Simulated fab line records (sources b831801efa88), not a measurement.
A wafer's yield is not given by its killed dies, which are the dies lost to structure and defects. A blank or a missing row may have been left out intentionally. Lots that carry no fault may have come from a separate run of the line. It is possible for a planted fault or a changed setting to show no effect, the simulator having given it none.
fab line records	flow sky130
record lots=12	wafers=36	lastDay=50
route steps=708 shown VIA1@461 METAL2@494 PAD_OPEN@708
lots that met no fault: taken from a fault-free run of the same line
startH: hours from the record's first day to the start of the lot's first wafer shown	waitH: how many hours have passed since the lot's step before this one	" unchanged from the row above	L1.1+2: a single row standing in for several wafers	- no value present, or no start provided	* or withheld: withheld	< > ~ a bound
route shown NAME@n: a module of which the file shows steps, and the number in the route of the first	usual: mean/standard deviation taken from wafers without a fault	same: alike in all rows	chamber/n: place in a boat	sites: each site's reading	_std_site: the values' standard deviation	_edge_site: the outer-site mean with the inner-site mean subtracted	radiusMm: for every site, how far away it sits from the centre of the wafer	mask NAME#n: copy n	behind: the last tool/chamber to shape the wafer	hold: why the lot went on hold/how many hours it stayed there/how the hold came to an end	device: the n, p or np transistor that did not switch	end of line: the route-end tests of the same wafers	step lacking rows: just its recipe	killed: at the first sort, the dies lost to defects and structure; wafer yield is something else	map: a wafer's dies, marking killed ones x, the rest . and places with no die _
set.NAME: the run value of the setting; set.NAME@STEP: its run value at that earlier step	model.NAME: the simulator's own value behind a step, which no gauge read
route steps across a sampled set of lots; one table per step, one row per wafer
services: when a tool's chamber went out of use (startH, in hours from the record's first day, below 0 if earlier), for how many hours, and the reason
## steps
# step SKY_VIA1_BOW_MEAS_03
# recipe mode=bow
# usual VIA1_BOW=80/7
lot.wafer	tool	chamber	startH	waitH	VIA1_BOW[um]
L957.2	filmMetro-02	-	764.70	0.2	83
L957.5	"	-	"	"	75
L957.6	"	-	"	"	81
L958.3	filmMetro-04	-	782.11	0.1	78
L958.5	"	-	"	"	64
L958.6	"	-	"	"	76
L959.2	filmMetro-02	-	785.20	0.3	86
L959.3	"	-	"	"	80
L959.5	"	-	"	"	81
L960.2	filmMetro-02	-	790.13	0.2	95
L960.3	"	-	"	"	81
L960.4	"	-	"	"	85
L961.2	filmMetro-02	-	795.77	0.3	74
L961.4	"	-	"	"	78
L961.6	"	-	"	"	81
L966.1	filmMetro-04	-	837.92	0.1	80
L966.3	"	-	"	"	73
L966.6	"	-	"	"	87
L967.4	filmMetro-04	-	842.23	0.2	72
L967.5	"	-	"	"	71
L967.6	"	-	"	"	77
L968.1	filmMetro-01	-	850.62	0.1	69
L968.3	"	-	"	"	71
L968.4	"	-	"	"	72
L971.1	filmMetro-02	-	881.36	0.2	78
L971.3	"	-	"	"	84
L971.4	"	-	"	"	96
L972.2	filmMetro-01	-	889.99	0.1	66
L972.3	"	-	"	"	82
L972.4	"	-	"	"	82
L975.1	filmMetro-02	-	903.27	0.2	92
L975.3	"	-	"	"	88
L975.5	"	-	"	"	98
L980.3	filmMetro-01	-	935.64	0.1	75
L980.5	"	-	"	"	76
L980.6	"	-	"	"	80
# step SKY_VIA1_STRIP_16
# recipe chemistry=O2/N2	powerW=1400	pressureMtorr=1500	platenTempC=withheld	o2FlowSccm=3000	n2FlowSccm=300	overashFraction=0.5
# usual drypumpMotorCurrentA=5.9/0.58	n2FlowSccm=300.0/0.97	oesProductAu=0.416/0.0051	stripTimeToEndpointS=4.465/0.027
# same overashFraction=0.5
lot.wafer	tool	chamber	startH	waitH	drypumpMotorCurrentA	n2FlowSccm	oesProductAu	rfHoursCounterH	stripTimeToEndpointS
L957.2	plasmaAsher-03	1	792.09	0.0	6.3	300.4	0.419	99	4.485
L957.5	"	0	"	"	6.1	299.5	0.419	-	4.447
L957.6	"	1	"	"	6.3	300.1	0.411	-	4.439
L958.3	plasmaAsher-02	0	808.88	0.1	6.6	299.1	0.415	-	4.488
L958.5	"	1	"	"	4.9	299.6	0.417	-	4.455
L958.6	"	0	"	"	6.5	298.2	0.423	-	4.450
L959.2	plasmaAsher-02	1	812.30	0.0	4.9	299.6	0.414	68	4.450
L959.3	"	1	"	"	4.9	299.6	0.425	-	4.466
L959.5	"	1	"	"	4.9	300.9	0.419	-	4.458
L960.2	plasmaAsher-02	1	817.74	0.0	4.9	300.2	0.410	69	4.494
L960.3	"	0	"	"	6.6	300.7	0.418	-	4.465
L960.4	"	1	"	"	4.9	299.1	0.411	-	4.488
L961.2	plasmaAsher-02	0	822.97	0.0	6.6	298.7	0.416	70	4.481
L961.4	"	1	"	"	4.9	299.1	0.417	-	4.467
L961.6	"	0	"	"	6.6	299.7	0.417	-	4.432
L966.1	plasmaAsher-01	0	863.79	0.0	5.9	299.4	0.420	13	4.466
L966.3	"	0	"	"	5.9	299.8	0.414	-	4.444
L966.6	"	0	"	"	5.9	299.1	0.411	-	4.447
L967.4	plasmaAsher-02	1	868.00	0.0	4.9	299.4	0.426	-	4.491
L967.5	"	1	"	"	4.9	300.5	0.411	-	4.513
L967.6	"	0	"	"	6.6	299.2	0.414	-	4.469
L968.1	plasmaAsher-01	0	876.57	0.0	5.8	300.9	0.405	14	4.425
L968.3	"	0	"	"	5.9	301.4	0.412	-	4.412
L968.4	"	1	"	"	5.7	299.0	0.415	-	4.453
L971.1	plasmaAsher-01	1	906.32	0.0	5.7	301.2	0.419	17	4.400
L971.3	"	1	"	"	5.7	302.0	0.414	-	4.468
L971.4	"	0	"	"	5.9	300.8	0.409	-	4.445
L972.2	plasmaAsher-01	0	914.82	0.0	5.9	300.7	0.417	18	4.449
L972.3	"	1	"	"	5.7	300.4	0.415	-	4.505
L972.4	"	0	"	"	5.9	300.0	0.414	-	4.470
L975.1	plasmaAsher-02	0	928.65	0.0	6.6	299.3	0.418	80	4.457
L975.3	"	1	"	"	4.9	301.2	0.412	-	4.477
L975.5	"	0	"	"	6.5	299.5	0.423	-	4.480
L980.3	plasmaAsher-01	1	960.00	0.1	5.7	301.1	0.409	-	4.430
L980.5	"	1	"	"	5.7	301.1	0.417	-	4.409
L980.6	"	0	"	"	5.9	301.6	0.409	-	4.462
# step SKY_VIA1_RS_MEAS_22
# recipe thkMeasGauge=four-point-probe	reads=W_of_VIA1_CVD_21+TiN_of_VIA1_SPUTTER_20
# usual VIA1_W_RS=0.425/0.0073
lot.wafer	tool	chamber	startH	waitH	VIA1_W_RS[ohm/sq]
L957.2	filmMetro-02	-	792.89	0.1	0.415
L957.5	"	-	"	"	0.431
L957.6	"	-	"	"	0.414
L958.3	filmMetro-04	-	809.63	0.1	0.422
L958.5	"	-	"	"	0.428
L958.6	"	-	"	"	0.415
L959.2	filmMetro-04	-	813.06	0.1	0.428
L959.3	"	-	"	"	0.421
L959.5	"	-	"	"	0.429
L960.2	filmMetro-04	-	818.59	0.1	0.434
L960.3	"	-	"	"	0.433
L960.4	"	-	"	"	0.430
L961.2	filmMetro-04	-	823.73	0.1	0.432
L961.4	"	-	"	"	0.424
L961.6	"	-	"	"	0.434
L966.1	filmMetro-04	-	864.60	0.1	0.433
L966.3	"	-	"	"	0.429
L966.6	"	-	"	"	0.429
L967.4	filmMetro-01	-	869.21	0.1	0.418
L967.5	"	-	"	"	0.419
L967.6	"	-	"	"	0.433
L968.1	filmMetro-04	-	877.31	0.1	0.420
L968.3	"	-	"	"	0.432
L968.4	"	-	"	"	0.423
L971.1	filmMetro-02	-	907.07	0.1	0.412
L971.3	"	-	"	"	0.429
L971.4	"	-	"	"	0.412
L972.2	filmMetro-02	-	915.59	0.1	0.416
L972.3	"	-	"	"	0.416
L972.4	"	-	"	"	0.428
L975.1	filmMetro-01	-	929.41	0.1	0.427
L975.3	"	-	"	"	0.425
L975.5	"	-	"	"	0.420
L980.3	filmMetro-01	-	960.76	0.1	0.432
L980.5	"	-	"	"	0.423
L980.6	"	-	"	"	0.428
# step SKY_METAL2_SOFTBAKE_11
# recipe tempC=100	timeS=90	resist=KrF-thick
# usual heaterPowerTotalW=57.36/0.13	runLengthS=119.21/0.2
lot.wafer	tool	chamber	startH	waitH	heaterPowerTotalW	runLengthS
L957.2	lithoTrack-04	0	807	-	57.32	119.02
L957.5	"	0	"	"	57.37	119.18
L957.6	"	0	"	"	57.26	119.00
L958.3	lithoTrack-02	0	823	-	57.46	119.09
L958.5	"	0	"	"	57.23	119.34
L958.6	"	0	"	"	57.31	119.26
L959.2	lithoTrack-04	0	827	-	57.27	119.27
L959.3	"	0	"	"	57.47	118.89
L959.5	"	0	"	"	57.23	119.15
L960.2	lithoTrack-04	0	832	-	57.44	119.29
L960.3	"	0	"	"	57.34	119.10
L960.4	"	0	"	"	57.19	118.90
L961.2	lithoTrack-04	0	838	-	57.16	119.16
L961.4	"	0	"	"	57.18	119.11
L961.6	"	0	"	"	57.54	118.90
L966.1	lithoTrack-03	0	878	-	57.34	119.39
L966.3	"	0	"	"	57.46	119.25
L966.6	"	0	"	"	57.28	119.22
L967.4	lithoTrack-03	0	882	-	60.23	106.95
L967.5	"	0	"	"	60.11	106.90
L967.6	"	0	"	"	59.98	106.84
L968.1	lithoTrack-03	0	891	-	59.93	106.96
L968.3	"	0	"	"	60.09	106.96
L968.4	"	0	"	"	59.95	106.94
L971.1	lithoTrack-02	0	920	-	57.49	119.02
L971.3	"	0	"	"	57.19	119.11
L971.4	"	0	"	"	57.34	118.97
L972.2	lithoTrack-02	0	929	-	57.40	119.00
L972.3	"	0	"	"	57.49	118.92
L972.4	"	0	"	"	57.64	118.98
L975.1	lithoTrack-04	0	942	-	57.46	118.93
L975.3	"	0	"	"	57.47	118.91
L975.5	"	0	"	"	57.25	119.00
L980.3	lithoTrack-03	0	974	-	57.40	119.46
L980.5	"	0	"	"	57.45	119.37
L980.6	"	0	"	"	57.29	119.25
# step SKY_PAD_OPEN_PROBE_99
# usual defectLimitedYield=82.5/1.9	killed_at_M0_to_M3=43/7.6	killed_at_M4_up=2.9/1.7	killedAtContacts=24/5.5	killedAtFrontEnd=15/4.2	killedAtOther=0.3/0.52	killedDies=86/9.4	killedOpen=47/7	killedShort=39/6.4	sort_bin_3_pad_short=0.9/0.4	sort_bin_5_function=10.3/1.6	sort_bin_6_memory=6.2/1.1	sortNPass=406/9.4	sortYieldPct=82.5/1.9
# same grossDies=492	killedAtBackSide=0	sort_bin_4_leakage[%]=0	sort_bin_8_speed[%]=0
lot.wafer	tool	chamber	startH	waitH	defectLimitedYield[%]	killed_at_M0_to_M3	killed_at_M4_up	killedAtContacts	killedAtFrontEnd	killedAtOther	killedDies	killedOpen	killedShort	sort_bin_3_pad_short[%]	sort_bin_5_function[%]	sort_bin_6_memory[%]	sortNPass	sortYieldPct[%]
L958.3	prober-02	-	1089.33	0.2	80.5	47	3	28	18	0	96	51	44	1.0	10.6	7.9	396	80.5
L958.5	prober-02	-	1089.43	0.2	81.5	55	2	19	14	1	91	48	42	0.4	12.8	5.3	401	81.5
L958.6	prober-02	-	1089.48	0.2	86.0	34	1	22	11	1	69	44	24	0.6	8.5	4.9	423	86.0
L961.2	prober-02	-	1100.92	0.1	79.9	41	2	34	20	2	99	57	42	1.4	11.6	7.1	393	79.9
L961.4	prober-02	-	1101.02	0.2	83.5	39	4	24	14	0	81	47	34	0.8	11.0	4.7	411	83.5
L961.6	prober-02	-	1101.12	0.2	81.9	52	3	26	8	0	89	49	40	1.2	11.4	5.5	403	81.9
L966.1	prober-01	-	1130.64	0.1	77.6	52	7	28	22	1	110	63	47	1.2	12.0	9.1	382	77.6
L966.3	prober-01	-	1130.74	0.2	82.7	34	4	31	16	0	85	50	35	1.4	10.8	5.1	407	82.7
L966.6	prober-01	-	1130.89	0.2	83.1	38	1	32	12	0	83	42	41	1.0	10.2	5.7	409	83.1
L967.4	prober-02	-	1137.35	0.2	80.5	48	3	28	17	0	96	53	42	1.2	12.0	6.3	396	80.5
L967.5	prober-02	-	1137.40	0.2	82.7	42	5	20	18	0	85	43	41	1.0	11.4	4.9	407	82.7
L967.6	prober-02	-	1137.45	0.2	80.1	55	3	28	11	1	98	52	42	0.4	11.4	8.1	394	80.1
L980.3	prober-01	-	1198.93	0.2	81.9	43	3	26	17	0	89	51	37	1.4	10.4	6.3	403	81.9
L980.5	prober-01	-	1199.03	0.2	83.7	41	5	18	16	0	80	44	35	0	10.0	6.3	412	83.7
L980.6	prober-01	-	1199.08	0.2	82.3	47	1	26	13	0	87	40	47	0.6	10.8	6.3	405	82.3
# killed by level:class
L958.3 VIA1:geometricParticle:open=14 CONTACT:geometricParticle:open=11 METAL2:geometricParticle:short=9 POLY_GATE:geometricParticle:short=7 CONTACT:geometricParticle:short=6 POLY_GATE:geometricParticle:open=5 LI_CONTACT:geometricParticle:open=4 VIA2:geometricParticle:open=4
L958.5 METAL1:geometricParticle:short=10 VIA3:geometricParticle:open=10 VIA2:geometricParticle:open=9 CONTACT:geometricParticle:open=7 VIA1:geometricParticle:short=7 POLY_GATE:geometricParticle:open=5 LI_CONTACT:geometricParticle:open=5 VIA1:geometricParticle:open=4
L958.6 VIA1:geometricParticle:open=12 CONTACT:geometricParticle:open=9 LI_CONTACT:geometricParticle:open=6 FIELD_ISO:geometricParticle:open=4 CONTACT:geometricParticle:short=4 VIA2:geometricParticle:open=4 VIA3:geometricParticle:open=4 VIA1:geometricParticle:short=3
L961.2 LI_CONTACT:geometricParticle:open=12 VIA3:geometricParticle:open=10 CONTACT:geometricParticle:short=9 FIELD_ISO:geometricParticle:short=7 CONTACT:geometricParticle:open=6 VIA1:geometricParticle:short=6 VIA1:geometricParticle:open=6 VIA2:geometricParticle:open=6
L961.4 CONTACT:geometricParticle:open=11 VIA1:geometricParticle:open=8 LI_CONTACT:geometricParticle:open=6 VIA3:geometricParticle:open=6 VIA2:geometricParticle:open=5 FIELD_ISO:geometricParticle:open=4 VIA1:geometricParticle:short=4 VIA2:geometricParticle:short=4
L961.6 CONTACT:geometricParticle:open=12 METAL1:geometricParticle:short=9 VIA1:geometricParticle:open=9 VIA3:geometricParticle:open=7 LOCAL_INTERCONNECT:geometricParticle:short=5 VIA2:geometricParticle:open=5 VIA1:geometricParticle:short=4 VIA3:geometricParticle:short=4
L966.1 VIA1:geometricParticle:open=14 VIA3:geometricParticle:open=10 LI_CONTACT:geometricParticle:open=8 FIELD_ISO:geometricParticle:short=7 CONTACT:geometricParticle:open=7 CONTACT:geometricParticle:short=6 METAL1:geometricParticle:short=6 POLY_GATE:geometricParticle:short=4
L966.3 LI_CONTACT:geometricParticle:open=11 CONTACT:geometricParticle:open=11 VIA3:geometricParticle:open=9 METAL2:geometricParticle:short=7 VIA1:geometricParticle:open=7 FIELD_ISO:geometricParticle:open=5 CONTACT:geometricParticle:short=5 METAL1:geometricParticle:short=5
L966.6 CONTACT:geometricParticle:open=11 VIA3:geometricParticle:open=9 VIA1:geometricParticle:open=8 METAL1:geometricParticle:short=7 CONTACT:geometricParticle:short=7 LOCAL_INTERCONNECT:geometricParticle:short=6 POLY_GATE:geometricParticle:short=4 LI_CONTACT:geometricParticle:open=4
L967.4 VIA1:geometricParticle:open=13 CONTACT:geometricParticle:open=9 METAL1:geometricParticle:short=8 LOCAL_INTERCONNECT:geometricParticle:short=7 VIA2:geometricParticle:open=7 FIELD_ISO:geometricParticle:open=5 METAL2:geometricParticle:short=5 FIELD_ISO:geometricParticle:short=4
L967.5 VIA1:geometricParticle:open=10 METAL2:geometricParticle:short=10 CONTACT:geometricParticle:open=8 LI_CONTACT:geometricParticle:open=7 FIELD_ISO:geometricParticle:short=5 VIA1:geometricParticle:short=5 METAL4:geometricParticle:short=4 VIA2:geometricParticle:open=4
L967.6 VIA1:geometricParticle:open=16 CONTACT:geometricParticle:open=10 VIA1:geometricParticle:short=9 LI_CONTACT:geometricParticle:open=8 VIA3:geometricParticle:open=8 METAL2:geometricParticle:short=6 FIELD_ISO:geometricParticle:open=4 FIELD_ISO:geometricParticle:short=4
L980.3 VIA1:geometricParticle:open=11 CONTACT:geometricParticle:open=9 VIA3:geometricParticle:open=8 METAL1:geometricParticle:short=6 POLY_GATE:geometricParticle:short=5 LI_CONTACT:geometricParticle:open=5 CONTACT:geometricParticle:short=5 VIA2:geometricParticle:open=4
L980.5 VIA1:geometricParticle:open=9 CONTACT:geometricParticle:open=8 METAL1:geometricParticle:short=6 VIA2:geometricParticle:open=6 POLY_GATE:geometricParticle:short=5 LI_CONTACT:geometricParticle:open=5 VIA2:geometricParticle:short=5 METAL2:geometricParticle:short=4
L980.6 VIA1:geometricParticle:open=12 CONTACT:geometricParticle:open=9 FIELD_ISO:geometricParticle:short=7 LOCAL_INTERCONNECT:geometricParticle:short=7 VIA1:geometricParticle:short=7 METAL2:geometricParticle:short=7 VIA3:geometricParticle:open=7 LI_CONTACT:geometricParticle:open=4
## services
tool	chamber	startH	hours	kind
plasmaAsher-01	-	826.01	0.5	repair
plasmaAsher-01	-	867.70	3.3	repair
plasmaAsher-03	-	931.66	2.8	pm
plasmaAsher-02	-	954.79	4.0	pm
## key
firstSign step=SKY_METAL2_SOFTBAKE_11	reading=runLengthS	direction=down	sigmas=62	usual=*	struck=*
effect step=SKY_METAL2_SOFTBAKE_11	reading=heaterPowerTotalW	direction=up	sigmas=21	usual=*	struck=*
metAt SKY_METAL2_SOFTBAKE_11
struckLots L967,L968
notActingAt SKY_VIA1_BOW_MEAS_03,SKY_VIA1_STRIP_16,SKY_VIA1_RS_MEAS_22
onsetBetween 878 882
fault kind=processParameterDrift	tool=lithoTrack-03	chamber=-	onsetH=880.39	steps=SKY_METAL2_SOFTBAKE_11	channel=timeS	offset=*	shape=step	endH=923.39	actsIn=*	stated=*
